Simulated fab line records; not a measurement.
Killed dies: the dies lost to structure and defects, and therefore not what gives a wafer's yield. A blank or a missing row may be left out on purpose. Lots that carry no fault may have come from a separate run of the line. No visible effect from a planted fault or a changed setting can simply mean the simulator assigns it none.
A struck lot beside a sound one -- flow gf180mcu -- 17 out of 602 route steps
Sound: the wafers L347.2, L347.4, L347.5. Struck: wafers L352.2, L352.4, L352.5. The cause is named last.
Order at every step that has rows: each side's tool, ch and its chambers, its first start. Under that, the readings that differ: sound wafers -- struck wafers -- difference of the means -- sigmas: that difference in standard deviations of wafers without a fault.
alike: words and numbers the same on both sides, and readings whose means are apart by under 2 such deviations; not compared: readings that were withheld, readings missing a value for some wafer, numbers with overlapping values and no deviation given by the record, and bounds like >300 which may hide the same value.
Wherever a step has rows on one side only, a row that says differs or no value, or a row with sigmas, the two part there. Non-overlapping numbers with no deviation appear without sigmas and do not part them. Lack of a reading on every wafer of one side parts them only where that side has two or more wafers.

first, 3 steps without rows for these wafers: GF_MVPSD_EXPOSE_04 (exposes mask MVPSD, target cd 1000 nm); GF_MVPSD_PEB_05; GF_MVPSD_DEVELOP_06 (develop time 60 s).
GF_MVPSD_OVL_MEAS_07:
  sound on overlay-01, day 6 17:47; struck on overlay-02, day 8 01:14
  alike: MVPSD_OVL
then, 2 steps without rows for these wafers: GF_MVPSD_IMPLANT_08; GF_MVPSD_IMPLANT_09.
GF_MVPSD_STRIP_10: strips in O2/N2.
  sound on plasma-asher-03 ch 0,1, day 6 18:07; struck on plasma-asher-02 ch 1, day 8 01:34
  alike: drypump-motor-current-A, heater-power-w, oes-product-au, platen-temp-c, strip-time-to-endpoint-s
  not compared: rf-hours-counter-h
GF_MVPSD_TW_MEAS_11:
  sound on film-metro-03, day 6 18:14; struck on film-metro-03, day 8 01:41
  alike: MVPSD_TW
then, 4 steps without rows for these wafers: GF_VT_IMPLANT_DEHYDRATE_00 (time 60 s); GF_VT_IMPLANT_HMDS_01 (prime time 60 s); GF_VT_IMPLANT_COAT_02 (resist thk 1000 nm); GF_VT_IMPLANT_SOFTBAKE_03 (time 60 s).
GF_VT_IMPLANT_EXPOSE_04: exposes mask LVPWELL LV AREA, target cd 600 nm.
  sound on iline-stepper-01 ch 0, day 7 02:13; struck on iline-stepper-01 ch 0, day 8 10:05
reading,sound,struck,difference,sigmas
model.VT_IMPLANT.overlay-x-nm (nm),1.838 1.838 1.838,54.16 54.16 54.16,+52.32,
  alike: mask
then, 2 steps without rows for these wafers: GF_VT_IMPLANT_PEB_05; GF_VT_IMPLANT_DEVELOP_06 (develop time 60 s).
GF_VT_IMPLANT_OVL_MEAS_07:
  sound on overlay-02, day 7 09:26; struck on overlay-02, day 8 17:42
reading,sound,struck,difference,sigmas
VT_IMPLANT_OVL (nm),-1.1 0.1 -1.1,52.1 51.8 51.8,+52.6,+31
  not compared: hold
GF_PASSIVATION_PROBE_99:
  sound wafers here have rows in the record (prober-01, day 31 04:38); struck ones have none

## WHERE THEY PART
Last at GF_PASSIVATION_PROBE_99 as far as this record goes, first at GF_VT_IMPLANT_OVL_MEAS_07.

WHY: what the simulator had put in
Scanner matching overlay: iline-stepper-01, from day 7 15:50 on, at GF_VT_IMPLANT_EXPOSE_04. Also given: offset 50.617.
